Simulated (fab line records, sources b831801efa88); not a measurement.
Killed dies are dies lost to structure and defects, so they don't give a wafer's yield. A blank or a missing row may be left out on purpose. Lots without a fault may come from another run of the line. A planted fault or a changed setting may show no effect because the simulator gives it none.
fab line records | flow sfq_line
record lots=15 wafers=45 last_day=78
route steps=325 shown I4@176 JJ@193 I7@297 M8@322
lots that met no fault: from a run of the same line without faults
start_h: hours from the record's first day to the start of the lot's first wafer shown | wait_h: hours since the lot's step before | " the same as in the row above | L1.1+2: a row that stands for several wafers | - no value, or no start given | * or withheld: withheld | < > ~ a bound
route shown NAME@n: a module of which the file shows steps, and the number in the route of the first | usual: mean/standard deviation of fault-free wafers | same: alike in all rows | chamber/n: place in a boat | sites: the reading at each site | _std_site: their standard deviation | _edge_site: outer sites' mean less inner sites' | radius_mm: how far each site lies from the wafer's centre | mask NAME#n: copy n | behind: the tool/chamber that last shaped the wafer | hold: why the lot was held/for how many hours/how that ended | device: the transistor (n, p or np) that didn't switch | end of line: the same wafers' tests at the end of the route | a step without rows: its recipe alone | killed: dies lost to structure and defects at the first sort, not the wafer's yield | map: a wafer's dies, x killed, . not, _ none there
set.NAME: the setting as run; set.NAME@STEP: as run at that earlier step | model.NAME: the simulator's own value behind a step, which no gauge read
steps of the route over a sample of lots; a table a step, a row a wafer
services: from which hour (start_h, from the record's first day; less than 0 if before it) a tool's chamber was out of use, for how many hours, and why
## steps
# step SFQ_TRILAYER_I4_VIA_STRIP_STRIP_107
# recipe gas=O2 power_w=200 platen_temp_c=40 overash_fraction=0.65 chemistry=O2 pressure_mtorr=50
# usual drypump_motor_current_A=5.9/0.36 oes_product_au=1.000/0.012
# columns lot.wafer tool chamber start_h wait_h drypump_motor_current_A oes_product_au rf_hours_counter_h
L650.1 rie_metal-03 0 937.91 - 5.9 1.008 158
L650.2 " 1 " " 6.6 1.002 107
L650.6 " 0 " " 5.9 1.013 -
L651.2 rie_metal-03 1 947.51 - 6.6 1.010 109
L651.3 " 1 " " 6.6 1.007 -
L651.6 " 1 " " 6.6 1.000 -
L652.2 rie_metal-03 1 955.91 - 6.6 1.013 110
L652.3 " 1 " " 6.6 1.015 -
L652.6 " 0 " " 5.9 1.011 -
L653.1 rie_metal-03 1 967.91 - 6.6 0.999 112
L653.2 " 0 " " 5.9 0.998 163
L653.3 " 1 " " 6.6 0.997 -
L654.3 rie_metal-03 1 993.31 - 6.6 1.002 -
L654.5 " 1 " " 6.6 1.008 -
L654.6 " 0 " " 5.9 0.999 -
L655.1 rie_metal-02 0 1000.31 - 5.5 1.000 86
L655.3 " 0 " " 5.6 0.998 -
L655.6 " 0 " " 5.5 0.993 -
L656.1 rie_metal-04 1 1008.71 - 6.1 0.970 27
L656.4 " 1 " " 6.1 0.979 -
L656.5 " 1 " " 6.1 0.968 -
L657.3 rie_metal-02 1 1024.61 - 5.8 1.010 -
L657.5 " 0 " " 5.5 0.996 -
L657.6 " 1 " " 5.7 1.013 -
L658.2 rie_metal-02 1 1029.21 - 5.8 1.013 4
L658.3 " 0 " " 5.6 0.995 -
L658.4 " 1 " " 5.8 1.010 -
L659.1 rie_metal-02 1 1037.61 - 5.7 1.007 5
L659.2 " 0 " " 5.6 0.996 93
L659.6 " 0 " " 5.5 0.989 -
L660.3 rie_metal-04 1 1046.25 - 6.1 0.984 -
L660.4 " 0 " " 5.8 0.979 -
L660.6 " 0 " " 5.8 0.975 -
L662.2 rie_metal-02 0 1054.45 - 5.5 1.007 97
L662.3 " 0 " " 5.5 1.000 -
L662.6 " 0 " " 5.5 0.992 -
L663.2 rie_metal-02 0 1059.25 - 5.6 1.005 98
L663.4 " 0 " " 5.6 1.003 -
L663.6 " 1 " " 5.8 1.009 -
L670.1 rie_metal-03 1 1129.35 - 6.6 0.985 145
L670.3 " 0 " " 5.9 1.009 -
L670.4 " 1 " " 6.6 0.987 -
L673.3 rie_metal-02 0 1140.35 - 5.6 0.986 -
L673.4 " 1 " " 5.8 1.006 -
L673.6 " 0 " " 5.6 0.980 -
# step SFQ_TRILAYER_JJ_CE_BARC_OPEN_RIE_150
# recipe mask_material=PR chemistry=O2 target_depth_nm=240 target=BARC icp_w=600 bias_w=80 pressure_mtorr=10 time_s=80
# usual drypump_motor_current_A=6.18/0.24 oes_product_au=0.538/0.0044
# columns lot.wafer tool chamber start_h wait_h drypump_motor_current_A oes_product_au rf_hours_counter_h
L650.1 rie_metal-04 1 1012.16 1.0 6.09 0.530 28
L650.2 " 1 " " 6.05 0.543 -
L650.6 " 1 " " 6.04 0.540 -
L651.2 rie_metal-04 1 1023.09 0.8 6.11 0.539 -
L651.3 " 1 " " 6.06 0.540 -
L651.6 " 1 " " 6.06 0.534 -
L652.2 rie_metal-01 1 1031.46 0.8 6.33 0.541 161
L652.3 " 1 " " 6.35 0.537 -
L652.6 " 1 " " 6.38 0.535 -
L653.1 rie_metal-03 1 1042.26 1.0 6.61 0.539 128
L653.2 " 1 " " 6.59 0.539 -
L653.3 " 1 " " 6.61 0.542 -
L654.3 rie_metal-01 0 1068.53 0.6 6.19 0.536 -
L654.5 " 1 " " 6.33 0.541 -
L654.6 " 0 " " 6.20 0.544 -
L655.1 rie_metal-03 1 1075.70 1.0 6.59 0.541 136
L655.3 " 1 " " 6.61 0.546 -
L655.6 " 0 " " 5.91 0.535 -
L656.1 rie_metal-04 0 1088.90 1.0 5.86 0.536 12
L656.4 " 0 " " 5.82 0.533 -
L656.5 " 0 " " 5.83 0.540 -
L657.3 rie_metal-01 1 1097.33 0.6 6.36 0.543 -
L657.5 " 0 " " 6.17 0.535 -
L657.6 " 1 " " 6.33 0.538 -
L658.2 rie_metal-04 1 1105.65 0.8 6.10 0.543 46
L658.3 " 1 " " 6.10 0.540 -
L658.4 " 0 " " 5.83 0.533 -
L659.1 rie_metal-01 0 1116.00 1.0 6.22 0.538 16
L659.2 " 0 " " 6.17 0.536 -
L659.6 " 0 " " 6.18 0.538 -
L660.3 rie_metal-01 0 1123.26 0.7 6.18 0.544 -
L660.4 " 0 " " 6.22 0.540 -
L660.6 " 0 " " 6.24 0.537 -
L662.2 rie_metal-03 0 1128.00 0.8 5.93 0.542 13
L662.3 " 1 " " 6.61 0.538 -
L662.6 " 0 " " 5.90 0.544 -
L663.2 rie_metal-01 0 1134.03 0.8 6.25 0.532 -
L663.4 " 0 " " 6.22 0.546 -
L663.6 " 0 " " 6.23 0.535 -
L670.1 rie_metal-04 1 1182.00 1.0 6.08 0.540 61
L670.3 " 1 " " 6.09 0.546 -
L670.4 " 0 " " 5.83 0.537 -
L673.3 rie_metal-03 0 1194.03 0.6 5.90 0.538 -
L673.4 " 1 " " 6.60 0.541 -
L673.6 " 1 " " 6.60 0.529 -
# step SFQ_TRILAYER_I7_CMP_CMP_184
# recipe material=SiO2 down_force_psi=3 platen_rpm=60 pad_velocity_m_s=0.94248
# usual motor_current_A=10.6/1 time_to_endpoint_s=212/7.8
# columns lot.wafer tool chamber start_h wait_h motor_current_A time_to_endpoint_s
L650.2 cmp-02 0 1509.46 31.4 9.7 213
L650.1 " 2 1510.46 32.4 9.6 216
L650.6 " 0 1511.46 33.4 9.5 216
L651.3 cmp-02 1 1515.96 31.5 9.7 208
L651.2 " 3 1516.96 32.5 10.9 200
L651.6 " 1 1517.96 33.5 9.2 207
L652.2 cmp-01 3 1520.60 28.9 11.0 212
L652.3 " 0 " " 10.8 205
L652.6 " 0 1523.10 31.4 10.4 213
L653.3 cmp-01 1 1529.60 26.1 12.7 223
L653.1 " 2 " " 10.9 200
L653.2 " 3 " " 10.9 210
L654.3 cmp-01 1 1535.60 20.7 12.6 209
L654.5 " 1 1537.60 22.7 12.4 217
L654.6 " 2 " " 11.1 202
L655.1 cmp-02 2 1540.22 14.3 9.9 227
L655.3 " 3 " " 10.9 209
L655.6 " 3 1542.72 16.8 11.1 208
L656.4 cmp-02 1 1549.00 14.7 9.3 211
L656.1 " 0 1550.50 16.2 9.7 207
L656.5 " 2 1551.50 17.2 9.1 209
L657.3 cmp-02 2 1560.87 17.0 9.7 228
L657.5 " 3 " " 11.3 215
L657.6 " 0 " " 10.0 221
L658.4 cmp-02 0 1565.37 13.0 9.3 206
L658.3 " 1 " " 8.9 210
L658.2 " 3 1566.87 14.5 10.6 197
L659.1 cmp-02 2 1568.37 9.8 9.7 214
L659.2 " 0 1569.37 10.8 10.3 209
L659.6 " 3 1570.87 12.2 10.8 204
L660.4 cmp-02 0 1660.10 0.0 9.6 292
L660.3 " 1 " " 9.2 217
L660.6 " 0 1662.10 2.0 10.1 222
L662.2 cmp-02 1 1663.60 1.1 9.5 276
L662.3 " 3 1664.60 2.1 11.0 190
L662.6 " 0 " " 10.3 214
L663.4 cmp-02 1 1671.30 1.4 9.1 288
L663.2 " 2 " " 9.5 281
L663.6 " 3 " " 11.6 202
L670.4 cmp-01 1 1698.83 0.0 11.8 207
L670.3 " 2 " " 10.7 207
L670.1 " 0 1700.33 1.6 10.5 211
L673.4 cmp-01 0 1706.04 0.1 10.7 216
L673.3 " 1 " " 13.0 217
L673.6 " 1 1708.54 2.6 13.0 217
# step SFQ_I7_BOW_MEAS_946
# recipe mode=bow
# usual I7_BOW=9/12
# columns lot.wafer tool chamber start_h wait_h I7_BOW[um]
L650.1 film_metro-01 - 1512.46 1.5 19
L650.2 " - " " 27
L650.6 " - " " 13
L651.2 film_metro-02 - 1518.48 1.0 13
L651.3 " - " " 8
L651.6 " - " " -2
L652.2 film_metro-03 - 1523.62 2.5 9
L652.3 " - " " 7
L652.6 " - " " 13
L653.1 film_metro-02 - 1532.60 2.0 18
L653.2 " - " " 10
L653.3 " - " " 20
L654.3 film_metro-02 - 1538.64 2.5 19
L654.5 " - " " 10
L654.6 " - " " 15
L655.1 film_metro-03 - 1543.22 2.5 6
L655.3 " - " " 22
L655.6 " - " " 2
L656.1 film_metro-03 - 1552.00 1.0 21
L656.4 " - " " 27
L656.5 " - " " 23
L657.3 film_metro-03 - 1562.41 1.0 23
L657.5 " - " " 28
L657.6 " - " " 25
L658.2 film_metro-02 - 1568.39 1.0 17
L658.3 " - " " 17
L658.4 " - " " 15
L659.1 film_metro-01 - 1571.37 2.5 18
L659.2 " - " " 16
L659.6 " - " " 16
L660.3 film_metro-02 - 1663.14 2.0 20
L660.4 " - " " 3
L660.6 " - " " -1
L660.3 film_metro-02 - 1664.46 1.3 -
L660.4 " - " " -
L660.6 " - " " -
L662.2 film_metro-03 - 1666.12 2.0 -12
L662.3 " - " " 2
L662.6 " - " " -16
L662.2 film_metro-03 - 1667.44 1.3 -
L662.3 " - " " -
L662.6 " - " " -
L663.2 film_metro-01 - 1673.32 1.0 0
L663.4 " - " " 1
L663.6 " - " " -9
L663.2 film_metro-01 - 1674.64 1.3 -
L663.4 " - " " -
L663.6 " - " " -
L670.1 film_metro-03 - 1701.83 1.0 -7
L670.3 " - " " 10
L670.4 " - " " -8
L673.3 film_metro-03 - 1709.08 2.0 3
L673.4 " - " " -17
L673.6 " - " " -1
# step SFQ_TRILAYER_I7_METRO_MEASURE_185
# usual thk_nm=199.8/1.2
# columns lot.wafer tool chamber start_h wait_h thk_nm
L650.1 film_metro-01 - 1512.58 0.1 199.4
L650.2 " - " " 199.3
L650.6 " - " " 199.2
L651.2 film_metro-02 - 1518.78 0.3 198.2
L651.3 " - " " 199.6
L651.6 " - " " 199.1
L652.2 film_metro-03 - 1523.92 0.3 199.6
L652.3 " - " " 200.2
L652.6 " - " " 199.1
L653.1 film_metro-02 - 1532.72 0.1 198.4
L653.2 " - " " 200.6
L653.3 " - " " 200.8
L654.3 film_metro-02 - 1539.12 0.5 202.2
L654.5 " - " " 200.9
L654.6 " - " " 199.6
L655.1 film_metro-03 - 1543.34 0.1 199.9
L655.3 " - " " 197.7
L655.6 " - " " 196.9
L656.1 film_metro-03 - 1552.12 0.1 200.4
L656.4 " - " " 199.5
L656.5 " - " " 200.8
L657.3 film_metro-03 - 1562.89 0.5 200.8
L657.5 " - " " 199.8
L657.6 " - " " 201.6
L658.2 film_metro-02 - 1568.69 0.3 198.2
L658.3 " - " " 200.5
L658.4 " - " " 201.1
L659.1 film_metro-01 - 1571.49 0.1 201.1
L659.2 " - " " 201.0
L659.6 " - " " 199.4
L662.2 film_metro-03 - 1669.80 2.3 301.0
L662.3 " - " " 196.3
L662.6 " - " " 198.2
L662.2 film_metro-03 - 1671.16 1.2 300.9
L662.3 " - " " 196.2
L662.6 " - " " 198.1
L660.3 film_metro-02 - 1669.99 5.5 200.0
L660.4 " - " " 310.5
L660.6 " - " " 199.5
L660.3 film_metro-02 - 1672.02 1.8 199.9
L660.4 " - " " 310.4
L660.6 " - " " 199.6
L663.2 film_metro-01 - 1679.52 4.9 304.3
L663.4 " - " " 308.7
L663.6 " - " " 198.5
L663.2 film_metro-01 - 1683.30 3.6 304.6
L663.4 " - " " 308.9
L663.6 " - " " 198.4
L670.1 film_metro-03 - 1701.95 0.1 200.6
L670.3 " - " " 199.4
L670.4 " - " " 201.9
L673.3 film_metro-03 - 1709.56 0.5 201.8
L673.4 " - " " 201.2
L673.6 " - " " 201.3
# step SFQ_TRILAYER_I7_VIA_ETCH_VIA_ETCH_190
# recipe target=SiO2 stop_on=Nb mask_material=PR taper_deg=20 chemistry=CHF3 target_depth_nm=260 source_w=500 bias_w=80 pressure_mtorr=30 time_s=withheld
# usual drypump_motor_current_A=5.9/0.56 oes_product_au=0.854/0.0058
# columns lot.wafer tool chamber start_h wait_h drypump_motor_current_A oes_product_au
L650.1 rie_diel-01 0 1606.32 0.0 4.9 0.856
L650.2 " 3 " " 6.0 0.855
L650.6 " 0 " " 4.9 0.847
L651.2 rie_diel-03 0 1612.48 0.0 6.3 0.851
L651.3 " 2 " " 6.3 0.848
L651.6 " 0 " " 6.3 0.863
L652.2 rie_diel-03 1 1618.48 0.0 6.4 0.851
L652.3 " 0 " " 6.3 0.861
L652.6 " 2 " " 6.3 0.854
L653.1 rie_diel-01 3 1626.70 0.0 5.9 0.850
L653.2 " 1 " " 6.0 0.844
L653.3 " 0 " " 4.9 0.863
L654.3 rie_diel-03 2 1632.70 0.0 6.3 0.858
L654.5 " 3 " " 4.9 0.862
L654.6 " 2 " " 6.3 0.857
L655.1 rie_diel-01 1 1638.70 0.0 6.0 0.850
L655.3 " 3 " " 6.0 0.843
L655.6 " 0 " " 4.9 0.848
L656.1 rie_diel-04 3 1650.70 0.0 5.7 0.858
L656.4 " 0 " " 6.2 0.857
L656.5 " 2 " " 6.7 0.854
L657.3 rie_diel-01 3 1662.70 0.0 5.9 0.854
L657.5 " 1 " " 6.0 0.851
L657.6 " 2 " " 6.3 0.849
L658.2 rie_diel-01 2 1670.07 0.0 6.3 0.844
L658.3 " 3 " " 5.9 0.863
L658.4 " 0 " " 4.9 0.860
L659.1 rie_diel-03 2 1673.67 0.0 6.2 0.857
L659.2 " 1 " " 6.4 0.864
L659.6 " 1 " " 6.4 0.847
L660.3 rie_diel-01 0 1754.44 0.0 4.9 0.858
L660.4 " 3 " " 5.9 1.013
L660.6 " 1 " " 6.0 0.854
L662.2 rie_diel-01 0 1759.24 0.0 4.9 1.002
L662.3 " 1 " " 6.0 0.847
L662.6 " 2 " " 6.3 0.843
L663.2 rie_diel-03 0 1762.84 0.0 6.3 1.004
L663.4 " 0 " " 6.3 1.002
L663.6 " 1 " " 6.4 0.851
L670.1 rie_diel-04 2 1788.08 0.0 6.6 0.861
L670.3 " 0 " " 6.2 0.863
L670.4 " 1 " " 5.7 0.858
L673.3 rie_diel-01 3 1795.28 0.0 5.9 0.857
L673.4 " 1 " " 6.0 0.856
L673.6 " 0 " " 4.9 0.856
# step SFQ_M8_RS_MEAS_949
# recipe thk_meas_gauge=four-point-probe reads=Au_of_TRILAYER_M8_DEP_EVAP_196+Pt_of_TRILAYER_M8_DEP_EVAP_198+Ti_of_TRILAYER_M8_DEP_EVAP_197
# usual M8_AU_RS=0.1531/0.0019
# columns lot.wafer tool chamber start_h wait_h M8_AU_RS[ohm/sq]
L650.1 film_metro-04 - 1610.78 0.3 0.1514
L650.2 " - " " 0.1538
L650.6 " - " " 0.1529
L651.2 film_metro-01 - 1618.16 0.3 0.1501
L651.3 " - " " 0.1546
L651.6 " - " " 0.1515
L652.2 film_metro-01 - 1627.67 0.3 0.1514
L652.3 " - " " 0.1531
L652.6 " - " " 0.1532
L653.1 film_metro-04 - 1631.16 0.3 0.1528
L653.2 " - " " 0.1529
L653.3 " - " " 0.1511
L654.3 film_metro-03 - 1637.20 0.3 0.1532
L654.5 " - " " 0.1530
L654.6 " - " " 0.1525
L655.1 film_metro-04 - 1643.16 0.3 0.1544
L655.3 " - " " 0.1546
L655.6 " - " " 0.1537
L656.1 film_metro-03 - 1658.72 0.3 0.1524
L656.4 " - " " 0.1549
L656.5 " - " " 0.1515
L657.3 film_metro-04 - 1667.34 0.3 0.1556
L657.5 " - " " 0.1555
L657.6 " - " " 0.1539
L658.2 film_metro-03 - 1674.67 0.3 0.1539
L658.3 " - " " 0.1491
L658.4 " - " " 0.1521
L659.1 film_metro-04 - 1682.63 0.3 0.1506
L659.2 " - " " 0.1513
L659.6 " - " " 0.1533
L660.3 film_metro-01 - 1759.06 0.3 0.1527
L660.4 " - " " 0.1562
L660.6 " - " " 0.1548
L662.2 film_metro-01 - 1763.72 0.3 0.1528
L662.3 " - " " 0.1539
L662.6 " - " " 0.1525
L663.2 film_metro-03 - 1767.32 0.3 0.1535
L663.4 " - " " 0.1571
L663.6 " - " " 0.1558
L670.1 film_metro-04 - 1863.43 0.3 0.1521
L670.3 " - " " 0.1516
L670.4 " - " " 0.1502
L673.3 film_metro-01 - 1869.47 0.3 0.1573
L673.4 " - " " 0.1535
L673.6 " - " " 0.1576
## services
# columns tool chamber start_h hours kind
cmp-02 - 915.18 2.0 repair
rie_metal-03 - 923.14 0.3 repair
cmp-02 - 953.67 0.4 repair
cmp-02 - 956.03 6.4 pm
cmp-02 - 1047.22 2.0 repair
rie_metal-03 - 1077.54 2.8 pm
cmp-02 - 1079.46 14.0 pm
cmp-02 - 1093.51 4.0 pm
cmp-02 - 1093.53 0.7 repair
cmp-02 - 1223.56 2.9 repair
cmp-02 - 1276.60 3.1 repair
rie_metal-03 1 1286.99 6.8 repair
cmp-02 - 1313.84 0.5 repair
cmp-02 - 1320.09 0.9 repair
cmp-02 - 1324.72 5.0 pm
cmp-02 - 1362.26 1.9 repair
rie_metal-03 1 1388.62 155.9 repair
cmp-02 - 1436.11 4.0 pm
rie_metal-03 - 1465.20 0.3 repair
cmp-02 - 1553.40 3.0 repair
cmp-02 - 1581.50 7.3 pm
cmp-02 - 1636.67 5.0 repair
cmp-02 - 1649.16 0.5 repair
cmp-02 - 1730.71 5.9 pm
## key
first_sign step=SFQ_TRILAYER_I7_CMP_CMP_184 reading=time_to_endpoint_s direction=up sigmas=9.3 usual=* struck=*
effect step=SFQ_I7_BOW_MEAS_946 reading=visit direction=added
effect step=SFQ_TRILAYER_I7_METRO_MEASURE_185 reading=visit direction=added
effect step=SFQ_TRILAYER_I7_METRO_MEASURE_185 reading=thk_nm direction=up sigmas=87 usual=199.8 struck=306.1
effect step=SFQ_TRILAYER_I7_VIA_ETCH_VIA_ETCH_190 reading=oes_product_au direction=up sigmas=26 usual=0.854 struck=1.005
met_at SFQ_TRILAYER_I7_CMP_CMP_184
struck_lots L660,L662,L663
struck_wafers L660.4,L662.2,L663.2,L663.4
not_acting_at SFQ_TRILAYER_I4_VIA_STRIP_STRIP_107,SFQ_TRILAYER_JJ_CE_BARC_OPEN_RIE_150,SFQ_M8_RS_MEAS_949
fault kind=process_parameter_drift tool=cmp-02 chamber=- onset_h=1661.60 steps=SFQ_TRILAYER_I7_CMP_CMP_184 channel=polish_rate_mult offset=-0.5 shape=step end_h=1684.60 scope=struck_wafers_only
